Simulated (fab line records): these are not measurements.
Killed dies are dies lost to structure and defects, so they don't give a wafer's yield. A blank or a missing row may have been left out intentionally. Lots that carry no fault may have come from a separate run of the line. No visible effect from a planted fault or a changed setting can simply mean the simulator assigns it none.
The tool behind it: which one?	flow gf180mcu	13 lots, 39 wafers sampled, at 6 steps of a route of 602

## WHAT THE GAUGES SHOWED, per wafer
GF_HV_LDD_TW_MEAS_11.
lot	measured	on	HV_LDD_TW
L595	day 10 07:55	filmMetro-01	2360 2364 2371
L596	day 10 07:59	filmMetro-02	2380 2385 2370
L598	day 11 03:46	filmMetro-02	2397 2399 2421
L597	day 11 06:04	filmMetro-02	2413 2402 2419
L599	day 11 06:19	filmMetro-02	2388 2404 2411
L600	day 11 21:53	filmMetro-04	2435 2435 2425
L601	day 11 21:56	filmMetro-02	2416 2410 2400
L606	day 13 10:23	filmMetro-04	2445 2419 2419
L608	day 14 01:33	filmMetro-02	2394 2397 2391
L609	day 14 10:05	filmMetro-02	2405 2400 2384
L611	day 14 20:33	filmMetro-04	2434 2430 2428
L612	day 15 04:50	filmMetro-01	2370 2379 2358
L618	day 17 04:26	filmMetro-01	2367 2372 2379

GF_HV_LDD_THK_MEAS_57.
lot	measured	on	HV_LDD_CVD_56_THK (nm)
L595	day 12 19:37	filmMetro-02	90.1 90.7 89.5
L596	day 12 21:02	filmMetro-04	89.7 89.0 88.9
L598	day 13 18:23	filmMetro-01	90.4 89.4 90.2
L597	day 13 19:49	filmMetro-02	91.4 89.9 90.8
L599	day 13 21:15	filmMetro-04	90.4 91.4 90.1
L600	day 14 14:28	filmMetro-01	90.8 91.4 90.8
L601	day 14 14:28	filmMetro-02	89.4 89.4 89.9
L606	day 16 07:16	filmMetro-04	89.5 90.3 89.7
L608	day 16 21:57	filmMetro-04	96.3 97.2 96.4
L609	day 17 07:05	filmMetro-04	96.3 96.6 96.2
L611	day 17 17:59	filmMetro-01	90.2 90.2 90.8
L612	day 18 03:53	filmMetro-04	90.6 90.4 90.0
L618	day 20 07:40	filmMetro-04	89.9 90.6 90.2

GF_V2_BOW_MEAS_05.
lot	measured	on	V2_BOW (um)
L595	day 19 13:53	filmMetro-04	98 97 97
L596	day 19 16:09	filmMetro-04	112 108 107
L598	day 20 16:53	filmMetro-04	99 111 103
L597	day 20 17:20	filmMetro-01	105 96 108
L599	day 20 20:10	filmMetro-04	88 99 95
L600	day 21 14:50	filmMetro-02	97 104 105
L601	day 21 15:56	filmMetro-02	110 108 103
L606	day 23 12:52	filmMetro-02	104 105 112
L608	day 24 03:07	filmMetro-02	107 95 112
L609	day 24 12:06	filmMetro-04	99 92 95
L611	day 24 23:28	filmMetro-04	120 106 98
L612	day 25 06:27	filmMetro-02	100 101 92
L618	day 27 04:10	filmMetro-02	100 99 87

GF_M3_OVL_MEAS_15.
lot	measured	on	M3_OVL (nm)
L595	day 21 16:08	overlay-02	3 6 6
L596	day 21 18:35	overlay-01	3 -1 2
L598	day 22 18:31	overlay-01	-4 -11 -4
L597	day 22 19:11	overlay-02	-5 -5 8
L599	day 22 21:20	overlay-02	10 3 11
L600	day 23 14:01	overlay-02	0 5 -2
L601	day 23 16:12	overlay-02	0 1 3
L606	day 25 09:49	overlay-01	-7 -4 -6
L608	day 25 23:32	overlay-01	3 -5 0
L609	day 26 07:34	overlay-01	5 -1 4
L611	day 26 18:34	overlay-01	-10 -8 -10
L612	day 27 01:39	overlay-01	3 8 5
L618	day 28 20:22	overlay-01	5 5 5

## TOOL THAT RAN EACH LOT (tool first, then ch and the chambers of the sampled wafers, then the start)
lot	GF_HV_LDD_CVD_56	GF_HV_LDD_ETCHBACK_58
L595	lpcvd-02 ch 1, day 12 18:09	rieDiel-03 ch 1,2,3, day 12 19:38
L596	lpcvd-02 ch 1, day 12 19:35	rieDiel-04 ch 1,3, day 12 21:05
L598	lpcvd-01 ch 0, day 13 16:56	rieDiel-02 ch 1,3, day 13 18:26
L597	lpcvd-01 ch 1, day 13 18:22	rieDiel-02 ch 1,2,3, day 13 19:52
L599	lpcvd-01 ch 1, day 13 19:48	rieDiel-04 ch 0,1,3, day 13 21:17
L600	lpcvd-01 ch 0, day 14 13:01	rieDiel-03 ch 1,2, day 14 14:31
L601	lpcvd-01 ch 0, day 14 13:01	rieDiel-04 ch 0,2,3, day 14 14:31
L606	lpcvd-02 ch 1, day 16 05:50	rieDiel-04 ch 0,1,3, day 16 07:20
L608	lpcvd-02 ch 0, day 16 20:31	rieDiel-02 ch 1,2,3, day 16 22:00
L609	lpcvd-02 ch 0, day 17 05:39	rieDiel-02 ch 0,1,3, day 17 07:08
L611	lpcvd-01 ch 1, day 17 16:32	rieDiel-04 ch 1,2, day 17 18:01
L612	lpcvd-01 ch 0, day 18 02:27	rieDiel-02 ch 0,1,3, day 18 03:56
L618	lpcvd-01 ch 1, day 20 06:14	rieDiel-02 ch 0,1,2, day 20 07:44
- GF_HV_LDD_CVD_56: deposits Si3N4 from DCS/NH3, target thk 90 nm, time 1543 s.
- GF_HV_LDD_ETCHBACK_58: etches Si3N4 in CH3F/O2, stops on SiO2, time 100 s, target depth 90 nm.

## WHAT THE TOOLS THEMSELVES READ (means of the sampled wafers that have a number; where no wafer has one, the mark that the record gives instead)
GF_HV_LDD_ETCHBACK_58.
lot	tool	drypumpMotorCurrentA (A)	oesProductAu (a.u.)	throttleValvePct (%)
L595	rieDiel-03	5.5	0.841	10.560
L596	rieDiel-04	6.1	0.841	10.559
L598	rieDiel-02	5.4	0.841	10.565
L597	rieDiel-02	5.6	0.846	10.556
L599	rieDiel-04	5.9	0.843	10.562
L600	rieDiel-03	5.6	0.844	10.557
L601	rieDiel-04	6.0	0.838	10.566
L606	rieDiel-04	5.9	0.841	10.555
L608	rieDiel-02	5.6	0.874	10.551
L609	rieDiel-02	5.6	0.877	10.572
L611	rieDiel-04	5.8	0.839	10.563
L612	rieDiel-02	5.6	0.848	10.563
L618	rieDiel-02	5.8	0.843	10.569

## THE ANSWER, worked out from the rows above alone
Rule: what is usual is taken from the lots themselves. Put in order of their means at a reading, lots are off if they are a third of the lots or fewer, leave a main group of 4 or more, and stand apart from it by a gap of 3 or more times the standard deviation of the main group's means; of several such gaps the widest counts. A main group whose means are all the same, to the digits that the tables above print for the reading, isn't used. A lot without any number at a reading at which 4 lots or more have one is off too. Where the step has rows for the other lots, those lots are counted as sound. After the gauges, taken in route order, come the tools' own readings; for these a lot's mean is taken, as printed above. At the first step where some lot is off, the reading lying furthest off is the one used; lots without a number count as furthest.
Off: L608, L609, seen at GF_HV_LDD_THK_MEAS_57 (HV_LDD_CVD_56_THK). Main group: mean 90.2 nm, sd 0.5.
A tool fits if, at a process step before that reading, it ran every lot that is off, and no sound lot after the first of them. The gauges at GF_HV_LDD_THK_MEAS_57 aren't tried: what is off there is off at GF_HV_LDD_ETCHBACK_58 too, on other tools, and a gauge's error can't cause that. One fits: lpcvd-02 at GF_HV_LDD_CVD_56. Its last sound lot is L606 (day 16 05:50), its first lot that is off L608 (day 16 20:31): a fault that began between those two fits.

## WHAT THE SIMULATOR HAD PUT IN
lpcvd-02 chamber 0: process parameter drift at GF_HV_LDD_CVD_56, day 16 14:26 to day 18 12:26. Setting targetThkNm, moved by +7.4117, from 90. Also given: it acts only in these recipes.
Lots struck among those shown: L608, L609. This agrees with what the rule above found.
